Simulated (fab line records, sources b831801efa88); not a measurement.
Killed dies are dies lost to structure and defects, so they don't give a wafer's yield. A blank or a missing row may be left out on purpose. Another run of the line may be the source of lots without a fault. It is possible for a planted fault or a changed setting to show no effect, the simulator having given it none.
Matching of chambers	flow sfq_line	SFQ_TRILAYER_I0_CMP_CMP_028 on cmp-01 has 4 sister chambers
The step polishes SiO2. 4 wafers are shown with their chamber, then 7 later ones without.

== WAFERS WITH THEIR CHAMBER ==
wafer	chamber	motor_current_A (A)
L973.4	0	9.9
L974.3	2	9.5
L974.5	3	10.0
L977.4	1	10.8

== WAFERS WITH NO CHAMBER GIVEN ==
wafer	motor_current_A (A)
L978.1	11.0
L985.2	9.6
L985.4	11.1
L985.3	9.5
L986.1	10.4
L986.3	9.7
L986.4	10.2

== WHICH CHAMBER EACH ONE RAN IN ==
wafer	from the rows above	in truth
L978.1	1	1
L985.2	can't be placed: 2 or 0 or 3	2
L985.4	1	1
L985.3	can't be placed: 2 or 0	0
L986.1	can't be placed: 1 or 3 or 0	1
L986.3	can't be placed: 2 or 0 or 3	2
L986.4	can't be placed: 3 or 0 or 1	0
Correct placement for 2 of the 7. These rows do not allow placing 5 (true chamber among the candidates in 5). Placed wrongly: 0.
How it was worked out, from the rows above alone: a wafer's distance from a chamber is the root of the sum, over the readings, of the square of ((its reading less the chamber's mean) divided by the reading's scatter). The wafer belongs to the nearest chamber; if the next one is less than 2 further off, it can't be placed. For every chamber, the mean is computed from those of its wafers that are shown. The scatter: with one shown wafer a chamber, the root of the mean of the squares of how far each hidden wafer lies from its nearest shown one.
